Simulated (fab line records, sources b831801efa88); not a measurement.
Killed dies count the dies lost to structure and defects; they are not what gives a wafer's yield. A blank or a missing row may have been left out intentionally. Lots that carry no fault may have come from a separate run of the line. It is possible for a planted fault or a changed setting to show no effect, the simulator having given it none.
Which tool did it? ; flow gf180mcu ; 6 lots (18 wafers sampled), 1 step of a 602-step route

## WHAT THE GAUGES READ, wafer by wafer
GF_M4_THK_MEAS_06: measures by xrf.
lot;measured;on;M4_ALCU_THK (nm)
L162;day 23 22:54;film_metro-02;462 459 460
L168;day 26 06:14;film_metro-02;457 460 462
L170;day 27 00:29;film_metro-02;468 465 467
L174;day 28 00:11;film_metro-03;452 455 455
L178;day 29 01:26;film_metro-02;466 463 463
L181;day 29 18:38;film_metro-02;460 459 461

## TOOL THAT RAN EACH LOT (tool first, then ch and the chambers of the sampled wafers, then the start)
The record holds no process step before these readings.

## THE ANSWER, worked out from the rows above alone
Rule: the lots themselves supply what counts as usual. Put in order of their means at a reading, lots are off if they are a third of the lots or fewer, leave a main group of 4 or more, and stand apart from it by a gap of 3 or more times the standard deviation of the main group's means; of several such gaps the widest counts. A main group whose means are all the same, to the digits that the tables above print for the reading, isn't used. Also off: a lot with no number at a reading for which 4 or more lots have one. Any other lot the step has rows for is counted as sound.
Nothing can be told from this: no lot is off at any reading shown.

## WHAT THE SIMULATOR PUT IN
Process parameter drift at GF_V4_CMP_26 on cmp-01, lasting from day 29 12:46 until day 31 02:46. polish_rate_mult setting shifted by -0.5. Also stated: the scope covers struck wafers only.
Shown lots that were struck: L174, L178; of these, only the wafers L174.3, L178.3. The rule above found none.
